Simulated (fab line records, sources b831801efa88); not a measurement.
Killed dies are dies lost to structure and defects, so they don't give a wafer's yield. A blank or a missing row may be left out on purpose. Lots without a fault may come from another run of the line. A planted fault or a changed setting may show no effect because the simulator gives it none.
Which tool did it? | flow sky130 | 12 lots, 36 wafers sampled, at 4 steps of a route of 708

WHAT THE GAUGES READ, wafer by wafer
SKY_VT_ADJUST_PCH_TW_MEAS_10. Usual: VT_ADJUST_PCH_TW 141.6, standard deviation 1.1.
lot  | measured     | on            | VT_ADJUST_PCH_TW  | flag
L280 | day 10 06:25 | film_metro-03 | 142.5 142.5 142.7 |
L285 | day 11 15:38 | film_metro-01 | 141.4 141.2 142.0 |
L286 | day 12 02:05 | film_metro-01 | 141.5 140.8 141.8 |
L287 | day 12 11:04 | film_metro-01 | 141.7 142.0 141.1 |
L288 | day 12 14:52 | film_metro-03 | 142.9 142.6 142.6 |
L295 | day 14 22:20 | film_metro-01 | 140.7 140.5 141.0 |
L296 | day 15 13:40 | film_metro-03 | 142.2 142.9 143.3 |
L297 | day 15 17:23 | film_metro-03 | 142.6 142.0 142.8 |
L299 | day 16 05:44 | film_metro-01 | 140.8 140.5 141.2 |
L300 | day 16 11:35 | film_metro-02 | 140.9 140.3 141.7 |
L302 | day 17 08:53 | film_metro-01 | 139.8 140.2 138.9 |
L303 | day 17 21:31 | film_metro-02 | 141.3 141.0 141.1 |

SKY_SONOS_ONO_THK_MEAS_01. Usual: SONOS_ONO_OXIDATION_THK 2.59 nm, standard deviation 0.056.
lot  | measured     | on            | SONOS_ONO_OXIDATION_THK (nm) | flag
L280 | day 11 06:27 | film_metro-04 | 2.58 2.56 2.51               |
L285 | day 12 17:34 | film_metro-03 | 2.48 2.51 2.49               |
L286 | day 13 05:33 | film_metro-04 | 2.89 2.85 2.82               | OFF
L287 | day 13 15:53 | film_metro-04 | 2.80 2.79 2.83               | OFF
L288 | day 13 18:28 | film_metro-03 | 2.87 2.85 2.76               | OFF
L295 | day 16 04:58 | film_metro-03 | 2.60 2.61 2.54               |
L296 | day 16 21:29 | film_metro-02 | 2.56 2.56 2.64               |
L297 | day 17 00:58 | film_metro-03 | 2.68 2.60 2.66               |
L299 | day 17 11:56 | film_metro-03 | 2.62 2.57 2.55               |
L300 | day 17 19:44 | film_metro-02 | 2.60 2.57 2.56               |
L302 | day 18 16:29 | film_metro-04 | 2.69 2.61 2.61               |
L303 | day 19 05:53 | film_metro-02 | 2.50 2.48 2.57               |

SKY_SONOS_ONO_THK_MEAS_03. Usual: SONOS_ONO_CVD_02_THK 10.61 nm, standard deviation 0.12.
lot  | measured     | on            | SONOS_ONO_CVD_02_THK (nm) | flag
L280 | day 11 07:47 | film_metro-03 | 10.56 10.51 10.62         |
L285 | day 12 18:40 | film_metro-03 | 10.56 10.64 10.51         |
L286 | day 13 08:19 | film_metro-02 | 10.60 10.66 10.66         |
L287 | day 13 19:59 | film_metro-03 | 10.63 10.59 10.63         |
L288 | day 13 20:03 | film_metro-04 | 10.55 10.82 10.70         |
L295 | day 16 07:17 | film_metro-03 | 10.60 10.66 10.64         |
L296 | day 16 22:36 | film_metro-03 | 10.73 10.51 10.47         |
L297 | day 17 02:31 | film_metro-02 | 10.60 10.63 10.57         |
L299 | day 17 13:02 | film_metro-02 | 10.94 11.01 10.85         |
L300 | day 17 23:56 | film_metro-04 | 10.45 10.45 10.53         |
L302 | day 18 17:36 | film_metro-03 | 10.60 10.76 10.68         |
L303 | day 19 06:59 | film_metro-03 | 10.61 10.51 10.63         |

WHICH TOOL RAN EACH LOT (tool, then ch and the chambers of the sampled wafers, then the start)
lot  | SKY_SONOS_ONO_OXIDATION_00
L280 | furnace-02 ch 0, day 11 05:06
L285 | furnace-01 ch 0, day 12 16:12
L286 | furnace-01 ch 0, day 13 04:11
L287 | furnace-01 ch 0, day 13 14:32
L288 | furnace-01 ch 0, day 13 17:08
L295 | furnace-02 ch 0, day 16 03:37
L296 | furnace-02 ch 0, day 16 20:08
L297 | furnace-01 ch 0, day 16 23:37
L299 | furnace-02 ch 0, day 17 10:34
L300 | furnace-01 ch 0, day 17 18:22
L302 | furnace-01 ch 0, day 18 15:08
L303 | furnace-01 ch 0, day 19 04:32
- SKY_SONOS_ONO_OXIDATION_00: stabilise 600 s, purge 300 s, target thk 2.6 nm.

WHAT THE TOOLS THEMSELVES READ (means of the sampled wafers that have a number; where no wafer has one, the mark that the record gives instead)
SKY_SONOS_ONO_OXIDATION_00. Usual: zone_power_bottom_pct 21.8 %, standard deviation 0.38; zone_power_lower_pct 15.1 %, standard deviation 1.2.
lot  | tool       | zone_power_bottom_pct (%) | zone_power_lower_pct (%) | flag
L280 | furnace-02 | 22.2                      | 16.5                     |
L285 | furnace-01 | 21.7                      | 14.1                     |
L286 | furnace-01 | 21.5                      | 13.9                     |
L287 | furnace-01 | 21.5                      | 14.0                     |
L288 | furnace-01 | 21.4                      | 13.9                     |
L295 | furnace-02 | 22.0                      | 16.5                     |
L296 | furnace-02 | 22.1                      | 16.5                     |
L297 | furnace-01 | 21.7                      | 13.9                     |
L299 | furnace-02 | 22.2                      | 16.4                     |
L300 | furnace-01 | 21.5                      | 14.0                     |
L302 | furnace-01 | 21.4                      | 14.0                     |
L303 | furnace-01 | 21.4                      | 13.9                     |

THE ANSWER, worked out from the rows above alone
Rule: a lot is off if the mean of its wafers that have a number lies more than 3 standard deviations from the usual mean. A lot without any number at a reading at which 4 lots or more have one is off too. The other lots that the step has rows for count as sound. The gauges are gone through in route order, then the tools' own readings, and for those a lot's mean is taken as printed above. The first step at which some lot is off is used, and at that step the reading that is off furthest; a lot without a number counts as furthest.
Off: L286, L287, L288, at SKY_SONOS_ONO_THK_MEAS_01 (SONOS_ONO_OXIDATION_THK).
A tool fits if, at a process step before that reading, it ran every lot that is off, and no sound lot after the first of them. The gauges at SKY_SONOS_ONO_THK_MEAS_01 are tried like those tools. None of those tried fits.

WHAT THE SIMULATOR HAD PUT IN
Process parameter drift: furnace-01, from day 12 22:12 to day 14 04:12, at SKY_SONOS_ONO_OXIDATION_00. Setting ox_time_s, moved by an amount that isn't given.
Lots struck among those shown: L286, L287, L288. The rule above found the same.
